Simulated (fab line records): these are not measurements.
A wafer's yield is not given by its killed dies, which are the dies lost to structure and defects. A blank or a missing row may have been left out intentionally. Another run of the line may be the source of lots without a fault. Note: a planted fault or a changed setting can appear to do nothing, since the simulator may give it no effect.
Comparing a struck lot with a sound one	flow sky130	18 steps out of a route of 708
Sound: wafers L541.1, L541.2, L541.5. Wafers L551.2, L551.3 were the ones struck. At the end, the cause is stated.
At each step with rows: each side's tool, then ch and its chambers, then its first start. Under that, the readings that differ: sound wafers	struck wafers	difference of the means	sigmas: that difference in standard deviations of wafers without a fault.
alike: a reading whose means differ by less than 2 such deviations, as well as words and numbers matching on both sides. not compared: withheld readings; readings where some wafer has no value; bounds like >300 that might hide an equal value; numbers whose values overlap and for which the record gives no deviation.
Wherever a step has rows on one side only, a row that says differs or no value, or a row with sigmas, the two part there. Non-overlapping numbers with no deviation appear without sigmas and do not part them. Lack of a reading on every wafer of one side parts them only where that side has two or more wafers.

first, 3 steps without rows for these wafers: SKY_VT_ADJUST_NCORE_EXPOSE_04 (exposes mask LVTN COMPLEMENT THIN, target cd 380 nm); SKY_VT_ADJUST_NCORE_PEB_05; SKY_VT_ADJUST_NCORE_DEVELOP_06 (develop time 60 s).
SKY_VT_ADJUST_NCORE_CD_MEAS_07 targets a cd of 380 nm.
  sound: cd sem-02 at day 10 20:12; struck: cd sem-01 at day 13 23:37
  alike: cd nm
SKY_VT_ADJUST_NCORE_OVL_MEAS_08:
  sound: overlay-01 at day 10 20:19; struck: overlay-02 at day 13 23:43
  alike: VT_ADJUST_NCORE_OVL
next, for these wafers, 1 step has no rows: SKY_VT_ADJUST_NCORE_IMPLANT_09.
SKY_VT_ADJUST_NCORE_STRIP_10: strips in O2/N2.
  sound on plasma asher-04 ch 0,1, day 10 20:31; struck on plasma asher-03 ch 1, day 13 23:54
reading	sound	struck	difference	sigmas
strip time to endpoint s (s)	14.21 14.21 14.22	14.11 14.13	-0.09	-2
  alike: drypump motor current A, o2 flow sccm, oes product au
  not compared: rf hours counter h
SKY_VT_ADJUST_NCORE_TW_MEAS_11:
  sound: film metro-04 at day 10 20:37; struck: film metro-02 at day 14 00:01
reading	sound	struck	difference	sigmas
VT_ADJUST_NCORE_TW	216.5 217.7 217.6	221.1 220.6	+3.6	+2
then, 4 steps without rows for these wafers: SKY_VT_ADJUST_HVTR_DEHYDRATE_00 (time 60 s); SKY_VT_ADJUST_HVTR_HMDS_01 (prime time 60 s); SKY_VT_ADJUST_HVTR_COAT_02 (resist thk 1140 nm); SKY_VT_ADJUST_HVTR_SOFTBAKE_03 (time 60 s).
SKY_VT_ADJUST_HVTR_EXPOSE_04: exposes mask HVTRM, target cd 380 nm.
  sound on iline stepper-01 ch 0, day 11 08:38; struck on iline stepper-02 ch 0, day 14 13:46
  alike: mask, stage vel mm s
then, 2 steps without rows for these wafers: SKY_VT_ADJUST_HVTR_PEB_05; SKY_VT_ADJUST_HVTR_DEVELOP_06 (develop time 60 s).
SKY_VT_ADJUST_HVTR_CD_MEAS_07 targets a cd of 380 nm.
  sound: cd sem-02 at day 11 20:32; struck: cd sem-02 at day 15 03:47
reading	sound	struck	difference	sigmas
cd nm (nm)	376.0 376.3 377.0	371.7 368.3	-6.4	-2
  not compared: hold
SKY_VT_ADJUST_HVTR_OVL_MEAS_08:
  sound: overlay-01 at day 11 20:39; struck: overlay-01 at day 15 06:48
reading	sound	struck	difference	sigmas
hold	- - -	await dispo/2.9h/release await dispo/2.9h/release	no value on the sound wafers	
  alike: VT_ADJUST_HVTR_OVL
next, for these wafers, 1 step has no rows: SKY_PAD_OPEN_PROBE_99.

WHERE THEY PART
Last at SKY_VT_ADJUST_HVTR_OVL_MEAS_08 as far as this record goes, first at SKY_VT_ADJUST_NCORE_STRIP_10.

WHY: whatever the simulator had introduced
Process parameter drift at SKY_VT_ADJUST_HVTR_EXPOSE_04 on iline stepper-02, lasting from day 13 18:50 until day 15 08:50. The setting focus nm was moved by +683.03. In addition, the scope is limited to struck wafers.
